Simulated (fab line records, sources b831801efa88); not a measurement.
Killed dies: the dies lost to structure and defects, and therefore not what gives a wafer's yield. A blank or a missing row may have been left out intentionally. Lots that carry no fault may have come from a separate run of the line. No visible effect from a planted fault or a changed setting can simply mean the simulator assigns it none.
Problem report in the 8D (eight disciplines) form, filled by code + flow sky130 + the parts of the form that need people (team, actions taken, sign-off) are left out

1. THE ISSUE
SONOS_TUNNEL_TW at SKY_SONOS_TUNNEL_TW_MEAS_12 reads a mean of 154.2 on 9 wafers of 3 lots; wafers without a fault read 197.4 with a standard deviation of 0.91. That puts it -48 standard deviations away from the usual mean.
First observed at day 15 23:41: wafer L828.1, on film_metro-01. At this step, 33 wafers from 11 lots have a number in the record. The rule behind "out" and "out of limits": a value lying over 4 standard deviations away from the usual mean. All remaining wafers that have a number are taken as sound.

2. WHAT THIS IS AND IS NOT
| question                    | is                           | is not                                                                          |
|-----------------------------|------------------------------|---------------------------------------------------------------------------------|
| which readings at this step | SONOS_TUNNEL_TW              | -                                                                               |
| which lots                  | L828, L829, L831             | L815, L817, L820, L821, L824, L835, L836, L837                                  |
| which wafers of those lots  | all that have a number       | -                                                                               |
| read on which gauges        | film_metro-01, film_metro-02 | film_metro-04                                                                   |
| when                        | from day 15 23:41            | up to then (15 sound wafers); but 9 sound wafers of L835, L836, L837 came after |

3. SUSPECTS, AND WHAT RULES EACH OUT
Counting: a tool at a process step up to the reading stays a suspect if it ran every lot that is out and no sound lot after the first of them.
- the gauge at SKY_SONOS_TUNNEL_TW_MEAS_12 has been ruled out. The wafers that are out were read on 2 gauges (film_metro-01, film_metro-02).
- implanter-01 at SKY_SONOS_TUNNEL_IMPLANT_09: kept. All lots that are out passed through it, beginning with L828 at day 15 23:16, and no sound lot followed; its final sound lot before that point was L824 at day 14 11:47. Its own readings are out on those wafers: dose_ions_cm2, faraday_current_uA.
Left after counting: implanter-01 at SKY_SONOS_TUNNEL_IMPLANT_09.

4. THE CAUSE (what the simulator had put in)
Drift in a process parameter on implanter-01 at SKY_SONOS_TUNNEL_IMPLANT_09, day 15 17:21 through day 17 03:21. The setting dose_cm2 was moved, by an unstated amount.
After counting, this tool was the only one left.

5. SEQUENCE OF EFFECTS, ordered by route
One row per reading whose mean, taken over the struck wafers that have a number, lies over 3 standard deviations from the usual. Scope: only readings with a usual standard deviation given in the record; hours: median across lots of the time from each lot's start at the first step in this table that gives one to its start at this step; sigmas: change in usual standard deviations.
| hours | step                        | reading            | usual     | on struck wafers | change     | sigmas      |
|-------|-----------------------------|--------------------|-----------|------------------|------------|-------------|
| 0     | SKY_SONOS_TUNNEL_IMPLANT_09 | dose_ions_cm2      | 9.999e+11 | 3.999e+11        | -6.000e+11 | -99 or more |
| 0     | SKY_SONOS_TUNNEL_IMPLANT_09 | faraday_current_uA | 5.64      | 2.25             | -3.39      | -31         |
| 0     | SKY_SONOS_TUNNEL_TW_MEAS_12 | SONOS_TUNNEL_TW    | 197.4     | 154.2            | -43.2      | -48         |
It contains these process steps:
- SKY_SONOS_TUNNEL_IMPLANT_09

6. HOW IT WOULD HAVE BEEN CAUGHT EARLIER
The first out-of-limits reading at a measuring or inspecting step in this record came at day 15 23:41, 6 hours after the fault's start at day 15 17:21.
Tool's own readings at SKY_SONOS_TUNNEL_IMPLANT_09, dose_ions_cm2, faraday_current_uA: out on all struck wafers the step has rows for; an alarm limit on them would have tripped on the first.
L829, L831, from the lots that are out (3), started SKY_SONOS_TUNNEL_IMPLANT_09 on implanter-01 later than day 15 23:41. A hold on the tool at that time would have spared those 2.
